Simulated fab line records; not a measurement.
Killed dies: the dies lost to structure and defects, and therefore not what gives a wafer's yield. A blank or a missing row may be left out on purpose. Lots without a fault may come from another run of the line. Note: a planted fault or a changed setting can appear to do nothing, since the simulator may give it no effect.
Code-filled problem report in 8D (eight disciplines) form :: flow sky130 :: the parts of the form that need people (team, actions taken, sign-off) are left out

1. WHAT IS WRONG
At SKY_PAD_OPEN_PROBE_99, sort_bin_3_pad_short averages 5.3 % over 2 wafers from 2 lots, while fault-free wafers read 0.9 %, standard deviation 0.43. That is +10 standard deviations from the usual mean.
Seen first at day 50 02:33 on prober-01, wafer L494.5. Wafers with a number at this step in the record: 12, from 4 lots. Rule for "out", or "out of limits": more than 4 standard deviations from the usual mean. All remaining wafers that have a number are taken as sound.

2. WHAT IT IS, AND WHAT IT ISN'T
question: which readings at this step
is: sort_bin_3_pad_short, defect limited yield, killed_at_M0_to_M3, killed dies, sort_bin_5_function, sort n pass, sort yield pct
is not: killed_at_M4_up, killed at contacts, killed at front end, killed at other, killed open, killed short, sort_bin_6_memory

question: which lots
is: L494, L495
is not: L479, L491

question: which wafers of those lots
is: L494.5, L495.5
is not: L494.4, L494.6, L495.1, L495.2

question: read on which tools
is: prober-01, prober-02
is not: -

question: when
is: from day 50 02:33
is not: up to then (7 sound wafers); but 3 sound wafers of L494, L495 came after

3. SUSPECTS, AND WHAT RULES EACH OUT
Counting: if a tool at a process step up to the reading ran every lot that is out, it stays a suspect. Sound lots after the first of them don't rule it out here, since some wafers of a struck lot are sound.
- pvd sputter-01 at SKY_METAL1_SPUTTER_00 (material Ti, target thk 15 nm, time 10 s): kept. It processed each lot that is out (first: L494, day 37 16:50); up to then, its last sound lot is L491 (day 36 19:55).
After counting, what remains is pvd sputter-01 at SKY_METAL1_SPUTTER_00.

4. THE CAUSE (what the simulator had put in)
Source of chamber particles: pvd sputter-01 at SKY_METAL1_SPUTTER_00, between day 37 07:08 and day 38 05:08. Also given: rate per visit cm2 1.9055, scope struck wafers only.
This tool alone remained once counting was done.

5. THE EFFECT CHAIN, in route order
One row per reading whose mean, taken over the struck wafers that have a number, lies over 3 standard deviations from the usual. Only readings for which the record gives a usual standard deviation are gone through. hours: the time from each lot's start at the first step in this table that gives one to its start at this step, as a median over the lots. sigmas: the change in usual standard deviations.
hours: 0
step: SKY_PAD_OPEN_PROBE_99
reading: defect limited yield
usual: 82.4 %
on struck wafers: 69.7
change: -12.7
sigmas: -7.1

hours: 0
step: SKY_PAD_OPEN_PROBE_99
reading: killed_at_M0_to_M3
usual: 44
on struck wafers: 114
change: +70
sigmas: +10

hours: 0
step: SKY_PAD_OPEN_PROBE_99
reading: killed dies
usual: 86
on struck wafers: 149
change: +63
sigmas: +7.2

hours: 0
step: SKY_PAD_OPEN_PROBE_99
reading: sort_bin_3_pad_short
usual: 0.9 %
on struck wafers: 5.3
change: +4.4
sigmas: +10

hours: 0
step: SKY_PAD_OPEN_PROBE_99
reading: sort_bin_5_function
usual: 10.4 %
on struck wafers: 18.2
change: +7.8
sigmas: +5.6

hours: 0
step: SKY_PAD_OPEN_PROBE_99
reading: sort n pass
usual: 406
on struck wafers: 343
change: -63
sigmas: -7.2

hours: 0
step: SKY_PAD_OPEN_PROBE_99
reading: sort yield pct
usual: 82.4 %
on struck wafers: 69.7
change: -12.7
sigmas: -7.1
Its process steps:
- SKY_PAD_OPEN_PROBE_99

6. WHAT WOULD HAVE CAUGHT IT SOONER
The fault began at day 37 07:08; the first out-of-limits reading in this record came at day 50 02:33, 307 hours later.
An alarm limit of 4 standard deviations would not have fired on the tool readings at SKY_METAL1_SPUTTER_00 for which the record gives a usual standard deviation, since none of them was out on any struck wafer.
By day 50 02:33, every lot that is out (2) had started SKY_METAL1_SPUTTER_00 on pvd sputter-01. Had the tool been put on hold then, not one of them would have been saved.
